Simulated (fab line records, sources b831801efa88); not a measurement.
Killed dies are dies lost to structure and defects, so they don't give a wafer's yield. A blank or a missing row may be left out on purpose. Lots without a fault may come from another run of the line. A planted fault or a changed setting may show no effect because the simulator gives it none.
Which tool did it? | flow gf180mcu | 11 lots, 33 wafers sampled, at 1 step of a route of 602

WHAT THE GAUGES READ, wafer by wafer
GF_V1_THK_MEAS_03. Usual: V1_CVD_02_THK 856 nm, standard deviation 10.
lot  | measured     | on            | V1_CVD_02_THK (nm) | flag
L972 | day 17 01:44 | film_metro-02 | 854 848 869        |
L973 | day 17 09:26 | film_metro-01 | 850 866 860        |
L974 | day 18 00:42 | film_metro-01 | 868 874 866        |
L976 | day 18 15:56 | film_metro-03 | 843 849 850        |
L977 | day 19 03:00 | film_metro-02 | 864 845 867        |
L983 | day 21 11:17 | film_metro-03 | 854 833 853        |
L985 | day 21 20:19 | film_metro-01 | 853 865 860        |
L986 | day 22 09:37 | film_metro-01 | 856 864 855        |
L987 | day 22 17:38 | film_metro-01 | 842 847 866        |
L994 | day 24 21:11 | film_metro-03 | 847 855 865        |
L995 | day 25 14:08 | film_metro-03 | 853 849 866        |

WHICH TOOL RAN EACH LOT (tool, then ch and the chambers of the sampled wafers, then the start)
The record holds no process step before these readings.

WHAT THE TOOLS THEMSELVES READ (means of the sampled wafers that have a number; where no wafer has one, the mark that the record gives instead)
The record holds no such reading with a usual standard deviation.

THE ANSWER, worked out from the rows above alone
Rule: a lot is off if the mean of its wafers that have a number lies more than 3 standard deviations from the usual mean. A lot without any number at a reading at which 4 lots or more have one is off too. The other lots that the step has rows for count as sound. The gauges are gone through in route order, then the tools' own readings, and for those a lot's mean is taken as printed above. The first step at which some lot is off is used, and at that step the reading that is off furthest; a lot without a number counts as furthest.
No lot is off at any reading shown: from this, nothing can be told.

WHAT THE SIMULATOR HAD PUT IN
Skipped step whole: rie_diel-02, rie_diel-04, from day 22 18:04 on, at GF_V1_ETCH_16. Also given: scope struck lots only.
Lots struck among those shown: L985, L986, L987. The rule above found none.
